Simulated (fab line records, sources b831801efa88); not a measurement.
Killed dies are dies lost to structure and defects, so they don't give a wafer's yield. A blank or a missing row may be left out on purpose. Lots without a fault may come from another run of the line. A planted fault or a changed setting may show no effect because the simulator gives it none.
A struck lot beside a sound one | flow sky130 | 21 steps out of a route of 708
Sound: wafers L624.1, L624.4, L624.6. Struck: wafers L630.2, L630.4, L630.6. The cause comes at the end.
At each step with rows: each side's tool, then ch and its chambers, then its first start. Under that, the readings that differ: sound wafers | struck wafers | difference of the means | sigmas: that difference in standard deviations of wafers without a fault.
alike: readings whose means differ by less than 2 such deviations, and words and numbers that are the same on both sides. not compared: withheld readings, readings that some wafer has no value for, bounds like >300 that may hide the same value, and numbers for which the record gives no deviation and whose values overlap.
The two part at a step that has a row with sigmas, a row that says differs or no value, or rows on one side only. Numbers that don't overlap but have no deviation are shown without sigmas and don't part them. A reading that every wafer of one side lacks parts them only if that side has two wafers or more.

SKY_POLY_GATE_THK_MEAS_21:
  sound on film_metro-02, day 17 14:41; struck on film_metro-03, day 20 14:25
  reading                      | sound          | struck         | difference | sigmas
  POLY_GATE_OXIDATION_THK (nm) | 4.08 4.15 4.18 | 3.94 3.98 3.86 | -0.21      | -3
SKY_POLY_GATE_CD_MEAS_22:
  sound on cd_sem-02, day 17 14:45; struck on cd_sem-01, day 20 14:30
  alike: cd_nm
then, 7 steps without rows for these wafers: SKY_LDD_N_DEHYDRATE_00 (time 60 s); SKY_LDD_N_HMDS_01 (prime time 60 s); SKY_LDD_N_COAT_02 (resist thk 300 nm); SKY_LDD_N_SOFTBAKE_03 (time 60 s); SKY_LDD_N_EXPOSE_04 (exposes mask NTM, target cd 840 nm); SKY_LDD_N_PEB_05; SKY_LDD_N_DEVELOP_06 (develop time 60 s).
SKY_LDD_N_OVL_MEAS_07:
  sound on overlay-01, day 18 20:49; struck on overlay-01, day 21 21:23
  alike: LDD_N_OVL
then, 2 steps without rows for these wafers: SKY_LDD_N_IMPLANT_08; SKY_LDD_N_IMPLANT_09.
SKY_LDD_N_IMPLANT_10:
  sound on implanter-04 ch 0, day 18 21:09; struck on implanter-04 ch 0, day 21 21:45
  reading            | sound                        | struck                        | difference | sigmas
  dose_ions_cm2      | 7.49e+13 7.485e+13 7.494e+13 | 4.641e+13 4.642e+13 4.635e+13 | -2.850e+13 | -99 or more
  faraday_current_uA | 417 408 428                  | 262 262 255                   | -158       | -19
  alike: beam_energy_keV
then, 5 steps without rows for these wafers: SKY_LDD_N_IMPLANT_11; SKY_LDD_N_IMPLANT_12; SKY_LDD_N_IMPLANT_13; SKY_LDD_N_IMPLANT_14; SKY_LDD_N_IMPLANT_15.
SKY_LDD_N_STRIP_16: strips in O2/N2.
  sound on plasma_asher-04 ch 0,1, day 18 22:03; struck on plasma_asher-02 ch 1, day 21 22:37
  reading                      | sound             | struck            | difference | sigmas
  strip_time_to_endpoint_s (s) | 4.313 4.322 4.316 | 4.251 4.223 4.248 | -0.076     | -4
  alike: drypump_motor_current_A, oes_product_au
  not compared: rf_hours_counter_h
SKY_LDD_N_TW_MEAS_17:
  sound on film_metro-04, day 18 22:09; struck on film_metro-01, day 21 22:44
  alike: LDD_N_TW
-- the record jumps here: 27 days lie between the struck wafers' starts before and after (it left off in module LDD_N and takes up again in module PAD_OPEN, whose first step shown is number 708 of the route) --
SKY_PAD_OPEN_PROBE_99:
  sound on prober-02, day 46 12:38; struck on prober-01, day 48 14:47
  reading                     | sound           | struck            | difference | sigmas
  killed_dies                 | 97 115 94       | 74 70 74          | -29        | -3
  killed_open                 | 46 66 53        | 40 39 45          | -14        | -2
  killed_short                | 50 49 41        | 34 31 29          | -15        | -2
  model.etest.tip_n.rs_ohm_sq | 435.5 438 435.3 | 467.6 474.1 468.9 | +33.9      |
  alike: killed_at_M0_to_M3, killed_at_M4_up, killed_at_contacts, killed_at_front_end, killed_at_other

WHERE THEY PART
First at SKY_POLY_GATE_THK_MEAS_21; last, within this record, at SKY_PAD_OPEN_PROBE_99.

WHY: what the simulator had put in
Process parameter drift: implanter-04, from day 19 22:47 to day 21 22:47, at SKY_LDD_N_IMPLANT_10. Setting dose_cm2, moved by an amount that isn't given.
